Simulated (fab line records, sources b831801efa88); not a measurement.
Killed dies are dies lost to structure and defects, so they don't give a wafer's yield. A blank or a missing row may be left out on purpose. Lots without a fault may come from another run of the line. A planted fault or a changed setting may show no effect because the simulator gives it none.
Split-lot experiment | flow gf180mcu | 5 lots, 23 wafers read, on a route of 602 steps

THE SPLIT
At GF_V1_CVD_02 (deposits SiO2 from TEOS, target thk 850 nm, time 94.851 s), the setting time_s was moved away from the recipe's 94.851 s on 4 of the 23 wafers read, by -11.4% to +4.2%. The other wafers ran this setting at the recipe's value.

The file shows no step between the split and the reading.

THE READING
V1_CVD_02_THK, in nm, at GF_V1_THK_MEAS_03. Fault-free wafers of this fab line usually give 851 nm, standard deviation 11 nm.

wafer  | tool, chamber at the split | time_s as run, s | against the recipe | V1_CVD_02_THK, nm | against lot-mates on the recipe
L076.1 | pecvd-02, 2                | 94.851           | recipe             | 848               | -
L076.5 | pecvd-02, 1                | 94.851           | recipe             | 869               | -
L076.6 | pecvd-02, 2                | 94.851           | recipe             | 866               | -
L078.1 | pecvd-04, 1                | 94.851           | recipe             | 850               | -
L078.2 | pecvd-04, 2                | 94.851           | recipe             | 846               | -
L078.4 | pecvd-04, 1                | 94.851           | recipe             | 871               | -
L078.5 | pecvd-04, 2                | 94.851           | recipe             | 867               | -
L078.6 | pecvd-04, 0                | 94.851           | recipe             | 859               | -
L082.1 | pecvd-04, 2                | 84               | -11.4%             | 756               | -99
L082.2 | pecvd-04, 0                | 94.851           | recipe             | 835               | -
L082.3 | pecvd-04, 0                | 84               | -11.4%             | 755               | -100
L082.4 | pecvd-04, 2                | 94.851           | recipe             | 872               | -
L082.5 | pecvd-04, 0                | 94.851           | recipe             | 857               | -
L083.2 | pecvd-03, 0                | 94.851           | recipe             | 833               | -
L083.3 | pecvd-03, 1                | 94.851           | recipe             | 825               | -
L083.4 | pecvd-03, 1                | 94.851           | recipe             | 839               | -
L083.5 | pecvd-03, 0                | 94.851           | recipe             | 845               | -
L083.6 | pecvd-03, 2                | 94.851           | recipe             | 836               | -
L084.2 | pecvd-02, 0                | 94.851           | recipe             | 848               | -
L084.3 | pecvd-02, 1                | 98.87            | +4.2%              | 876               | +22
L084.4 | pecvd-02, 0                | 94.851           | recipe             | 862               | -
L084.5 | pecvd-02, 1                | 94.851           | recipe             | 852               | -
L084.6 | pecvd-02, 2                | 98.87            | +4.2%              | 895               | +41

THE FIT
A straight line over all 23 wafers: V1_CVD_02_THK changes by +8.34 nm for each +1% of time_s; r = +0.92; the points scatter about the line by 13 nm.
The same after taking each lot's own level away (the mean of its wafers on the recipe; 23 wafers): +8.49 nm for each +1%; r = +0.96; scatter 9.6 nm.
On that fit, the largest move of time_s shifts the reading by 97 nm.
The lots' own levels span 835.6 to 861.0 nm, that is 2.3 times the standard deviation above.
So the lot-to-lot level changes the slope little: the two slopes agree.
Check: with one of the wafers moved furthest among these (-11.4%) left out of the fit, the line predicts -96.9 nm for it against its lot-mates. It came out at -98.7 nm against them.

OTHER SPLITS ON THESE WAFERS
These wafers also went through other splits before the reading. Each is held against what the fit with the lots' levels taken away leaves over:
other split on the same wafers | wafers away from the commonest value | r with V1_CVD_02_THK (lot level and that fit taken away)
GF_PSD_IMPLANT_09 energy_kev   | 9                                    | +0.29
GF_SAB_CVD_00 time_s           | 8                                    | +0.02
GF_SALICIDE_SPUTTER_02 power_w | 7                                    | -0.11
GF_CONTACT_EXPOSE_11 dose_mj   | 9                                    | -0.09
GF_CONTACT_ETCH_16 source_w    | 6                                    | +0.31
GF_M1_SPUTTER_04 time_s        | 7                                    | -0.25

THE WHOLE CHAIN: every reading that the file lists as answering this split, in the file's order
step              | what it does                                              | reading                                                                   | change (the file's fit)              | r (the file's)
GF_V1_CVD_02      | deposits SiO2 from TEOS, target thk 850 nm, time 94.851 s | SiO2_of_V1_CVD_02.thk_nm (the simulator's own value, which no gauge read) | +8.49 nm for each +1% of the setting | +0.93
GF_V1_THK_MEAS_03 |                                                           | V1_CVD_02_THK                                                             | +8.49 for each +1% of the setting    | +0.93
GF_V1_CMP_04      | polishes SiO2                                             | time_to_endpoint_s                                                        | withheld for each +1% of the setting | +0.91

THE FILE'S OWN FIT
V1_CVD_02_THK changes by +8.49 nm for each +1% of time_s, r = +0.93.
